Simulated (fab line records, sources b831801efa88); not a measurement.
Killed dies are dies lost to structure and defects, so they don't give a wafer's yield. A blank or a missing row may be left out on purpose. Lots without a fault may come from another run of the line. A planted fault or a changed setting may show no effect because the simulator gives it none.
Tool commonality check | flow gf180mcu | 13 lots, 39 wafers sampled

WHY IT WAS OPENED
At GF_PSD_RS_MEAS_14 the reading NSD_RS is flagged on 2 of 13 lots. Wafers without a fault read 46.12 ohm/sq, standard deviation 0.086.
Rule: a lot is flagged when every wafer of it that has a number lies more than 4 standard deviations from that mean, or none has a number. The other lots count as sound.

lot  | measured     | on            | NSD_RS (ohm/sq), wafer by wafer | flag
L196 | day 14 06:10 | film_metro-03 | 46.19 46.04 46.12               |
L197 | day 14 15:15 | film_metro-03 | 46.09 46.14 46.22               |
L198 | day 14 23:31 | film_metro-04 | 46.12 45.99 46.07               |
L199 | day 15 07:01 | film_metro-04 | 45.95 46.10 45.93               |
L200 | day 15 16:19 | film_metro-03 | 46.29 46.14 46.16               |
L204 | day 17 08:25 | film_metro-01 | 46.12 46.08 45.98               |
L205 | day 17 10:18 | film_metro-04 | 46.04 46.08 46.18               |
L206 | day 17 18:38 | film_metro-04 | 46.18 46.10 46.08               |
L208 | day 18 16:10 | film_metro-03 | 46.13 46.12 46.10               |
L209 | day 18 20:25 | film_metro-01 | 46.06 46.02 46.06               |
L212 | day 19 19:35 | film_metro-04 | 43.48 43.53 43.53               | FLAGGED
L213 | day 20 01:17 | film_metro-03 | 43.54 43.56 43.61               | FLAGGED
L215 | day 21 00:50 | film_metro-04 | 45.89 46.02 45.94               |
The numbers of the flagged lots are 43.54 ohm/sq on average: -2.58 ohm/sq against the usual, or -30 standard deviations.

WHICH TOOL RAN EACH LOT
The record holds 1 process step before the reading, out of a route of 602 steps. In each cell: the tool, then ch and the chambers that the sampled wafers went through, then the start.
lot  | flag    | GF_PSD_RTA_13
L196 |         | rtp_anneal-02 ch 0, day 14 06:05
L197 |         | rtp_anneal-01 ch 0, day 14 15:10
L198 |         | rtp_anneal-02 ch 0, day 14 23:26
L199 |         | rtp_anneal-02 ch 0, day 15 06:56
L200 |         | rtp_anneal-01 ch 0, day 15 16:14
L204 |         | rtp_anneal-02 ch 0, day 17 08:20
L205 |         | rtp_anneal-02 ch 0, day 17 10:13
L206 |         | rtp_anneal-01 ch 0, day 17 18:32
L208 |         | rtp_anneal-02 ch 0, day 18 16:05
L209 |         | rtp_anneal-01 ch 0, day 18 20:20
L212 | FLAGGED | rtp_anneal-02 ch 0, day 19 19:30
L213 | FLAGGED | rtp_anneal-02 ch 0, day 20 01:11
L215 |         | rtp_anneal-01 ch 0, day 21 00:45
What these steps do:
- GF_PSD_RTA_13: time 20 s.
- GF_PSD_RS_MEAS_14: measures by four-point-probe.

FLAGGED OVER TOTAL, TOOL BY TOOL (the gauges that took the reading come last)
step              | tool          | lots run | flagged | share of the flagged lots | sound lots run after its first flagged lot
GF_PSD_RTA_13     | rtp_anneal-01 | 5        | 0       | none                      | -
GF_PSD_RTA_13     | rtp_anneal-02 | 8        | 2       | all                       | 0
GF_PSD_RS_MEAS_14 | film_metro-01 | 2        | 0       | none                      | -
GF_PSD_RS_MEAS_14 | film_metro-03 | 5        | 1       | some                      | 0
GF_PSD_RS_MEAS_14 | film_metro-04 | 6        | 1       | some                      | 1 (L215)

WHAT THE TABLE ALLOWS
1 row of the table ran every flagged lot: rtp_anneal-02 at GF_PSD_RTA_13.
- rtp_anneal-02 at GF_PSD_RTA_13: 2 of its 8 lots flagged. Its last sound lot is L208 (day 18 16:05), its first flagged lot L212 (day 19 19:30): a fault that began between those two fits.
One tool is left: rtp_anneal-02 at GF_PSD_RTA_13.

WHAT THE SIMULATOR HAD PUT IN
Process parameter drift: rtp_anneal-02, from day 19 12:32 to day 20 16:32, at GF_PSD_RTA_13. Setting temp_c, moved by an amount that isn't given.
Lots struck among those shown: L212, L213. The rule above found the same.
